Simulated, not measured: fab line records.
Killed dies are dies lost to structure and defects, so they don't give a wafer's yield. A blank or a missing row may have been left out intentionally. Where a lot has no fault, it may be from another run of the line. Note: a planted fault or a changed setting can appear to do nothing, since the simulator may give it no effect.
Struck lot and sound lot, side by side ; flow sky130 ; 44 out of 708 route steps
Sound: wafers L548.2, L548.4, L548.6. Struck: wafers L557.3, L557.4 (left out: L557.5, a lot-mate that was not struck); the cause follows at the end.
For every step that has rows: the tool of each side, followed by ch and its chambers, followed by its first start. Under that, the readings that differ: sound wafers ; struck wafers ; difference of the means ; sigmas: that difference in standard deviations of wafers without a fault.
alike: readings with means less than 2 such deviations apart, plus words and numbers identical on both sides. not compared: withheld readings, readings lacking a value on some wafer, bounds such as >300 that could conceal the same value, and numbers that have no deviation in the record and whose values overlap.
The two part at a step that has a row with sigmas, a row that says differs or no value, or rows on one side only. Numbers that don't overlap but have no deviation are shown without sigmas and don't part them. A reading that every wafer of one side lacks parts them only if that side has two wafers or more.

SKY_SONOS_ONO_THK_MEAS_03:
  sound on film-metro-03 at day 12 11:45; struck on film-metro-01 at day 15 10:32
  alike: SONOS_ONO_CVD_02_THK
then, 1 step without rows for these wafers: SKY_SONOS_ONO_CVD_04 (deposits SiO2 from SiH4/N2O, target thk 5.7199 nm).
SKY_SONOS_ONO_THK_MEAS_05:
  sound on film-metro-01 at day 12 13:04; struck on film-metro-03 at day 15 17:04
  alike: SONOS_ONO_CVD_04_THK
then, 7 steps without rows for these wafers: SKY_SONOS_ONO_DEHYDRATE_06 (time 60 s); SKY_SONOS_ONO_HMDS_07 (prime time 60 s); SKY_SONOS_ONO_COAT_08 (resist thk 1140 nm); SKY_SONOS_ONO_SOFTBAKE_09 (time 60 s); SKY_SONOS_ONO_EXPOSE_10 (exposes mask ONOM, target cd 410 nm); SKY_SONOS_ONO_PEB_11; SKY_SONOS_ONO_DEVELOP_12 (develop time 60 s).
SKY_SONOS_ONO_CD_MEAS_13: target cd 410 nm.
  sound on cd-sem-02 at day 13 13:42; struck on cd-sem-02 at day 16 21:17
  alike: cd-nm
SKY_SONOS_ONO_OVL_MEAS_14:
  sound on overlay-02 at day 13 13:49; struck on overlay-02 at day 16 21:23
  alike: SONOS_ONO_OVL
SKY_SONOS_ONO_ETCH_15: etches the open film in CHF3/O2, target depth 19.52 nm, time 7.8 s.
  sound on rie-diel-03 ch 0,1,2, day 13 13:50; struck on rie-diel-01 ch 0,1, day 16 21:25
reading;sound;struck;difference;sigmas
model.SONOS_ONO.feature-depth-nm (nm);19.51 19.63 19.65;4.862 4.908;-14.712;
model.etch.depth-nm (nm);19.51 19.63 19.65;4.862 4.908;-14.712;
model.NOVOLAK_of_SONOS_ONO_COAT_08.thk-nm (nm);1130 1130 1127;1135 1139;+8;
  alike: drypump-motor-current-A, oes-product-au, throttle-valve-pct
  not compared: rf-hours-counter-h
then, 1 step without rows for these wafers: SKY_SONOS_ONO_WET_ETCH_16 (etches SiO2 in dHF, target depth 14 nm, time 280 s).
SKY_SONOS_ONO_STRIP_17: strips in O2/N2.
  sound on plasma-asher-03 ch 0,1, day 13 13:57; struck on plasma-asher-03 ch 0,1, day 16 21:33
reading;sound;struck;difference;sigmas
strip-time-to-endpoint-s (s);14.15 14.16 14.13;14.23 14.27;+0.10;+3
  alike: drypump-motor-current-A, oes-product-au
  not compared: rf-hours-counter-h
then, 3 steps without rows for these wafers: SKY_SONOS_ONO_WET_ETCH_18 (etches Si3N4 in H3PO4, target depth 15 nm, time 172 s); SKY_GATE_OXIDE_CLEAN_00 (cleans in SC1/SC2, time 150 s); SKY_GATE_OXIDE_OXIDATION_01 (stabilise 600 s, purge 300 s, target thk 10.268 nm).
SKY_GATE_OXIDE_THK_MEAS_02:
  sound on film-metro-02 at day 13 16:25; struck on film-metro-04 at day 16 23:09
  alike: GATE_OXIDE_OXIDATION_00_THK
then, 7 steps without rows for these wafers: SKY_GATE_OXIDE_DEHYDRATE_03 (time 60 s); SKY_GATE_OXIDE_HMDS_04 (prime time 60 s); SKY_GATE_OXIDE_COAT_05 (resist thk 1140 nm); SKY_GATE_OXIDE_SOFTBAKE_06 (time 60 s); SKY_GATE_OXIDE_EXPOSE_07 (exposes mask LVOM, target cd 600 nm); SKY_GATE_OXIDE_PEB_08; SKY_GATE_OXIDE_DEVELOP_09 (develop time 60 s).
SKY_GATE_OXIDE_OVL_MEAS_10:
  sound on overlay-02 at day 14 18:13; struck on overlay-01 at day 18 04:38
  alike: GATE_OXIDE_OVL
then, 2 steps without rows for these wafers: SKY_GATE_OXIDE_IMPLANT_11; SKY_GATE_OXIDE_WET_ETCH_12 (etches SiO2 in dHF, target depth 16.8 nm, time 336 s).
SKY_GATE_OXIDE_STRIP_13: strips in O2/N2.
  sound on plasma-asher-02 ch 0,1, day 14 18:30; struck on plasma-asher-01 ch 0,1, day 18 04:56
  alike: drypump-motor-current-A, oes-product-au, strip-time-to-endpoint-s
  not compared: rf-hours-counter-h
SKY_GATE_OXIDE_TW_MEAS_14:
  sound on film-metro-03 at day 14 18:37; struck on film-metro-02 at day 18 05:02
  alike: GATE_OXIDE_TW
then, 3 steps without rows for these wafers: SKY_GATE_OXIDE_CLEAN_15 (cleans in SC1/SC2, time 150 s); SKY_GATE_OXIDE_OXIDATION_16 (stabilise 600 s, purge 300 s, target thk 3.57 nm); SKY_POLY_GATE_CVD_00 (deposits poly-Si, target thk 180 nm, time 720 s).
SKY_POLY_GATE_THK_MEAS_01:
  sound on film-metro-04 at day 14 22:57; struck on film-metro-03 at day 18 08:58
  alike: POLY_GATE_CVD_00_THK
then, 7 steps without rows for these wafers: SKY_RES_PROTECT_DEHYDRATE_00 (time 60 s); SKY_RES_PROTECT_HMDS_01 (prime time 60 s); SKY_RES_PROTECT_COAT_02 (resist thk 1140 nm); SKY_RES_PROTECT_SOFTBAKE_03 (time 60 s); SKY_RES_PROTECT_EXPOSE_04 (exposes mask RPM, target cd 1270 nm); SKY_RES_PROTECT_PEB_05; SKY_RES_PROTECT_DEVELOP_06 (develop time 60 s).
-- the record jumps here: 14 days lie between the struck wafers' starts before and after (it left off in module RES_PROTECT and takes up again in module SALICIDE, whose first step shown is number 361 of the route) --
SKY_SALICIDE_CLEAN_00: cleans in HF-last, time 30 s.
  sound on wet-bench-01 ch 1, day 29 00:55; struck on wet-bench-01 ch 1, day 32 07:05
reading;sound;struck;difference;sigmas
model.SiO2_of_FIELD_ISO_CVD_24.thk-nm (nm);359 358.3 359.5;361.4 360.6;+2.1;
-- the record jumps here: 17 days lie between the struck wafers' starts before and after (it left off in module SALICIDE and takes up again in module PAD_OPEN, whose first step shown is number 708 of the route) --
SKY_PAD_OPEN_PROBE_99:
  sound on prober-01 at day 46 17:29; struck on prober-02 at day 49 03:17
reading;sound;struck;difference;sigmas
killed-at-other;0 0 1;2 2;+2;+3
model.etest.nfet_16v.r-on-ohm-um;1.394e+04 1.394e+04 1.403e+04;1.794e+04 1.769e+04;+3.845e+03;
model.etest.pfet_16v.r-on-ohm-um;1.506e+04 1.515e+04 1.554e+04;1.653e+04 1.651e+04;+1.270e+03;
model.etest.pfet-g5v0d10v5.r-on-ohm-um;4697 4786 4764;5549 5428;+740;
model.etest.nfet-g5v0d10v5.r-on-ohm-um;1871 1888 1897;2455 2460;+572;
model.etest.nfet-g5v0d10v5.drive-ua-um;617 612 606.6;396.4 401.3;-213.0;
model.etest.tip-sonos.rs-ohm-sq;2687 2670 2716;2806 2791;+108;
model.etest.nfet_05v0_nvt.drive-ua-um;579.1 576.2 576.5;419.6 427.2;-153.9;
model.etest.nfet_16v.drive-ua-um;226.2 224.6 223.9;130.4 133.5;-93.0;
  alike: killed_at_M0_to_M3, killed_at_M4_up, killed-at-contacts, killed-at-front-end, killed-dies, killed-open, killed-short

## WHERE THEY PART
Last at SKY_PAD_OPEN_PROBE_99 as far as this record goes, first at SKY_SONOS_ONO_STRIP_17.

WHY: whatever the simulator had introduced
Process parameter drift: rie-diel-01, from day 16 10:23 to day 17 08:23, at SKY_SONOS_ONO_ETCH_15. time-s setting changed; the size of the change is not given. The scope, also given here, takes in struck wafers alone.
